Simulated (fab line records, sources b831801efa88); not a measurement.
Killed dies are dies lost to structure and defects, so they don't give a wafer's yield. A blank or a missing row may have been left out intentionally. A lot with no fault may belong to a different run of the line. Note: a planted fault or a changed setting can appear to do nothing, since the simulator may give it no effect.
Matching of chambers || flow sky130 || SKY_POLY_CUT_ETCH_10 on rieDiel-01: 4 sister chambers
The step etches BARC in N2/H2, stops on SiO2, time 45.9 s, target depth 60 nm. 18 wafers are shown with their chamber, then 9 later ones without.

== EACH WAFER AND ITS CHAMBER ==
{"wafer": "L074.1", "chamber": 1, "drypumpMotorCurrentA (A)": 6.4, "chamberPressureMTorr (mTorr)": 29.983, "oesProductAu (a.u.)": 0.855}
{"wafer": "L074.4", "chamber": 3, "drypumpMotorCurrentA (A)": 5.8, "chamberPressureMTorr (mTorr)": 29.974, "oesProductAu (a.u.)": 0.856}
{"wafer": "L074.6", "chamber": 0, "drypumpMotorCurrentA (A)": 6.6, "chamberPressureMTorr (mTorr)": 30.019, "oesProductAu (a.u.)": 0.855}
{"wafer": "L076.4", "chamber": 3, "drypumpMotorCurrentA (A)": 5.8, "chamberPressureMTorr (mTorr)": 29.979, "oesProductAu (a.u.)": 0.852}
{"wafer": "L076.5", "chamber": 3, "drypumpMotorCurrentA (A)": 5.8, "chamberPressureMTorr (mTorr)": 29.994, "oesProductAu (a.u.)": 0.853}
{"wafer": "L076.6", "chamber": 2, "drypumpMotorCurrentA (A)": 5.7, "chamberPressureMTorr (mTorr)": 30.000, "oesProductAu (a.u.)": 0.856}
{"wafer": "L077.1", "chamber": 0, "drypumpMotorCurrentA (A)": 6.7, "chamberPressureMTorr (mTorr)": 30.022, "oesProductAu (a.u.)": 0.856}
{"wafer": "L077.2", "chamber": 1, "drypumpMotorCurrentA (A)": 6.3, "chamberPressureMTorr (mTorr)": 29.975, "oesProductAu (a.u.)": 0.857}
{"wafer": "L077.4", "chamber": 3, "drypumpMotorCurrentA (A)": 5.8, "chamberPressureMTorr (mTorr)": 29.974, "oesProductAu (a.u.)": 0.849}
{"wafer": "L078.4", "chamber": 3, "drypumpMotorCurrentA (A)": 5.8, "chamberPressureMTorr (mTorr)": 29.937, "oesProductAu (a.u.)": 0.847}
{"wafer": "L078.5", "chamber": 1, "drypumpMotorCurrentA (A)": 6.4, "chamberPressureMTorr (mTorr)": 30.011, "oesProductAu (a.u.)": 0.860}
{"wafer": "L078.6", "chamber": 2, "drypumpMotorCurrentA (A)": 5.7, "chamberPressureMTorr (mTorr)": 30.013, "oesProductAu (a.u.)": 0.858}
{"wafer": "L085.2", "chamber": 2, "drypumpMotorCurrentA (A)": 5.7, "chamberPressureMTorr (mTorr)": 29.970, "oesProductAu (a.u.)": 0.854}
{"wafer": "L085.3", "chamber": 3, "drypumpMotorCurrentA (A)": 5.8, "chamberPressureMTorr (mTorr)": 30.012, "oesProductAu (a.u.)": 0.855}
{"wafer": "L085.4", "chamber": 0, "drypumpMotorCurrentA (A)": 6.6, "chamberPressureMTorr (mTorr)": 30.023, "oesProductAu (a.u.)": 0.856}
{"wafer": "L086.1", "chamber": 0, "drypumpMotorCurrentA (A)": 6.5, "chamberPressureMTorr (mTorr)": 30.013, "oesProductAu (a.u.)": 0.851}
{"wafer": "L086.2", "chamber": 1, "drypumpMotorCurrentA (A)": 6.4, "chamberPressureMTorr (mTorr)": 30.026, "oesProductAu (a.u.)": 0.857}
{"wafer": "L086.5", "chamber": 1, "drypumpMotorCurrentA (A)": 6.4, "chamberPressureMTorr (mTorr)": 30.002, "oesProductAu (a.u.)": 0.856}

SIGNATURES (means of the wafers above)
{"reading": "drypumpMotorCurrentA", "chamber 0": 6.600, "chamber 1": 6.380, "chamber 2": 5.700, "chamber 3": 5.800, "scatter within a chamber": 0.0447}
{"reading": "chamberPressureMTorr", "chamber 0": 30.01925, "chamber 1": 29.99940, "chamber 2": 29.99433, "chamber 3": 29.97833, "scatter within a chamber": 0.0205}
{"reading": "oesProductAu", "chamber 0": 0.85450, "chamber 1": 0.85700, "chamber 2": 0.85600, "chamber 3": 0.85200, "scatter within a chamber": 0.00266}
Rule: a wafer's distance from a chamber is the root of the sum, over the readings, of the square of ((its reading less the chamber's mean) divided by the reading's scatter). If the next closest chamber is less than 2 further off than the closest, the wafer can't be placed; otherwise it belongs to the closest. The scatter: take each reading less its chamber's mean, square it, sum over the shown wafers, divide by the number of wafers less the number of chambers, and take the root.

== WAFERS MISSING THEIR CHAMBER ==
{"wafer": "L087.1", "drypumpMotorCurrentA (A)": 6.6, "chamberPressureMTorr (mTorr)": 29.985, "oesProductAu (a.u.)": 0.859}
{"wafer": "L087.2", "drypumpMotorCurrentA (A)": 5.8, "chamberPressureMTorr (mTorr)": 29.985, "oesProductAu (a.u.)": 0.853}
{"wafer": "L087.3", "drypumpMotorCurrentA (A)": 6.3, "chamberPressureMTorr (mTorr)": 30.001, "oesProductAu (a.u.)": 0.848}
{"wafer": "L089.2", "drypumpMotorCurrentA (A)": 5.8, "chamberPressureMTorr (mTorr)": 29.983, "oesProductAu (a.u.)": 0.859}
{"wafer": "L089.3", "drypumpMotorCurrentA (A)": 6.6, "chamberPressureMTorr (mTorr)": 30.048, "oesProductAu (a.u.)": 0.856}
{"wafer": "L089.6", "drypumpMotorCurrentA (A)": 6.6, "chamberPressureMTorr (mTorr)": 30.037, "oesProductAu (a.u.)": 0.852}
{"wafer": "L091.1", "drypumpMotorCurrentA (A)": 5.8, "chamberPressureMTorr (mTorr)": 29.996, "oesProductAu (a.u.)": 0.851}
{"wafer": "L091.3", "drypumpMotorCurrentA (A)": 5.7, "chamberPressureMTorr (mTorr)": 30.023, "oesProductAu (a.u.)": 0.859}
{"wafer": "L091.5", "drypumpMotorCurrentA (A)": 6.6, "chamberPressureMTorr (mTorr)": 29.987, "oesProductAu (a.u.)": 0.849}

== WHICH CHAMBER EACH WENT THROUGH ==
{"wafer": "L087.1", "from the rows above": 0, "in truth": 0}
{"wafer": "L087.2", "from the rows above": 3, "in truth": 3}
{"wafer": "L087.3", "from the rows above": 1, "in truth": 1}
{"wafer": "L089.2", "from the rows above": "can't be placed: 2 or 3", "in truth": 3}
{"wafer": "L089.3", "from the rows above": 0, "in truth": 0}
{"wafer": "L089.6", "from the rows above": 0, "in truth": 0}
{"wafer": "L091.1", "from the rows above": "can't be placed: 3 or 2", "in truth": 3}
{"wafer": "L091.3", "from the rows above": 2, "in truth": 2}
{"wafer": "L091.5", "from the rows above": 0, "in truth": 0}
Correctly placed: 7 of 9. These rows do not allow placing 2 (true chamber among the candidates in 2). Wrongly placed: 0.
